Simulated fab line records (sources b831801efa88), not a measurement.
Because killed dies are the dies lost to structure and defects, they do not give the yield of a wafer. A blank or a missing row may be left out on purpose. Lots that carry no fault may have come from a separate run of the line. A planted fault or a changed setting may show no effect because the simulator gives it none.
Struck lot and sound lot, side by side + flow sky130 + 25 out of 708 route steps
Sound: the wafers L874.3, L874.4, L874.6. The struck wafers were L880.3, L880.4, L880.6. The cause comes at the end.
Order at every step that has rows: each side's tool, ch and its chambers, its first start. Under that, the readings that differ: sound wafers + struck wafers + difference of the means + sigmas: that difference in standard deviations of wafers without a fault.
alike: same words and numbers on both sides, and readings whose means sit less than 2 such deviations apart. not compared: any withheld reading, any reading some wafer has no value for, any bound like >300 that may hide the same value, and any number with overlapping values for which the record gives no deviation.
Wherever a step has rows on one side only, a row that says differs or no value, or a row with sigmas, the two part there. Non-overlapping numbers with no deviation appear without sigmas and do not part them. Lack of a reading on every wafer of one side parts them only where that side has two or more wafers.

first, 6 steps without rows for these wafers: SKY_SD_N_IMPLANT_10; SKY_SD_N_STRIP_11 (strips in O2/N2); SKY_SD_N_CLEAN_13 (cleans in SC1/SC2, time 150 s); SKY_SD_N_RTA_14 (time 2 s); SKY_SALICIDE_CLEAN_00 (cleans in HF-last, time 30 s); SKY_LI_CONTACT_HDPCVD_00 (deposits PSG, target thk 930 nm, time 155 s).
SKY_LI_CONTACT_CMP_02: polishes PSG.
  sound on cmp-02 ch 0,1, day 32 02:41; struck on cmp-02 ch 1,2, day 33 14:56
  no value came back on the struck wafers for edge_zone_pressure_frac, head_pressure_psi (psi), motor_current_A (A), time_to_endpoint_s (s); on the sound wafers edge_zone_pressure_frac reads 0.999 1.007 1.005
| reading                                       | sound             | struck            | difference | sigmas |
|-----------------------------------------------|-------------------|-------------------|------------|--------|
| model.PSG_of_LI_CONTACT_HDPCVD_00.thk_nm (nm) | 598.9 597.7 598.9 | 911.6 904.2 921.2 | +313.8     |        |
then, 9 steps without rows for these wafers: SKY_LI_CONTACT_DEHYDRATE_04 (time 60 s); SKY_LI_CONTACT_HMDS_05 (prime time 60 s); SKY_LI_CONTACT_COAT_06 (resist thk 60 nm); SKY_LI_CONTACT_COAT_07 (resist thk 458.3 nm); SKY_LI_CONTACT_SOFTBAKE_08 (time 90 s); SKY_LI_CONTACT_EXPOSE_09 (exposes mask LICM1, target cd 170 nm); SKY_LI_CONTACT_PEB_10; SKY_LI_CONTACT_DEVELOP_11 (develop time 60 s); SKY_LI_CONTACT_ETCH_14 (etches BARC in N2/H2, stops on SiO2, time 45.9 s, target depth 60 nm).
SKY_LI_CONTACT_ETCH_15: etches PSG in C4F8/O2/Ar, stops on Si, target depth 600 nm.
  sound on rie_diel-03 ch 0,2,3, day 33 06:38; struck on rie_diel-03 ch 1,2, day 34 17:40
| reading                                | sound             | struck            | difference | sigmas      |
|----------------------------------------|-------------------|-------------------|------------|-------------|
| oes_product_au (a.u.)                  | 0.838 0.834 0.846 | 1.616 1.629 1.604 | +0.777     | +99 or more |
| model.etch.depth_nm (nm)               | 598.9 597.7 598.9 | 801.1 809.3 795.4 | +203.4     |             |
| model.LI_CONTACT.feature_depth_nm (nm) | 598.9 597.7 598.9 | 801.1 809.3 795.4 | +203.4     |             |
  alike: chamber_pressure_mTorr
then, 6 steps without rows for these wafers: SKY_LI_CONTACT_STRIP_16 (strips in O2/N2); SKY_LI_CONTACT_CLEAN_17 (cleans in NMP, time 600 s); SKY_LI_CONTACT_PRE_CLEAN_18 (time 5.6 s); SKY_LI_CONTACT_SPUTTER_19 (material Ti, target thk 20 nm, time 106.37 s); SKY_LI_CONTACT_SPUTTER_20 (material TiN, target thk 20 nm, time 80 s); SKY_LI_CONTACT_CVD_21 (deposits W, target thk 400 nm, time 120.56 s).
SKY_LI_CONTACT_CMP_24: polishes, stops on PSG, t overpolish 20 s, target thk 0 nm.
  sound on cmp-01 ch 0,1,2, day 33 07:43; struck on cmp-02 ch 0,1,2, day 34 18:33
| reading                                       | sound             | struck            | difference | sigmas |
|-----------------------------------------------|-------------------|-------------------|------------|--------|
| model.PSG_of_LI_CONTACT_HDPCVD_00.thk_nm (nm) | 589.4 588.2 589.4 | 902.1 894.7 911.7 | +313.8     |        |
  alike: edge_zone_pressure_frac, head_pressure_psi, motor_current_A
-- the record jumps here: 15 days lie between the struck wafers' starts before and after (it left off in module LI_CONTACT and takes up again in module PAD_OPEN, whose first step shown is number 708 of the route) --
SKY_PAD_OPEN_PROBE_99:
  rows exist in the record for the struck wafers here (prober-02, day 49 20:07), but not for the sound ones

WHERE THEY PART
Last at SKY_PAD_OPEN_PROBE_99 as far as this record goes, first at SKY_LI_CONTACT_CMP_02.

WHY: the cause the simulator had injected
Step skipped in full: cmp-02, at SKY_LI_CONTACT_CMP_02, from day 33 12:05 onward. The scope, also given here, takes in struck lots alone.
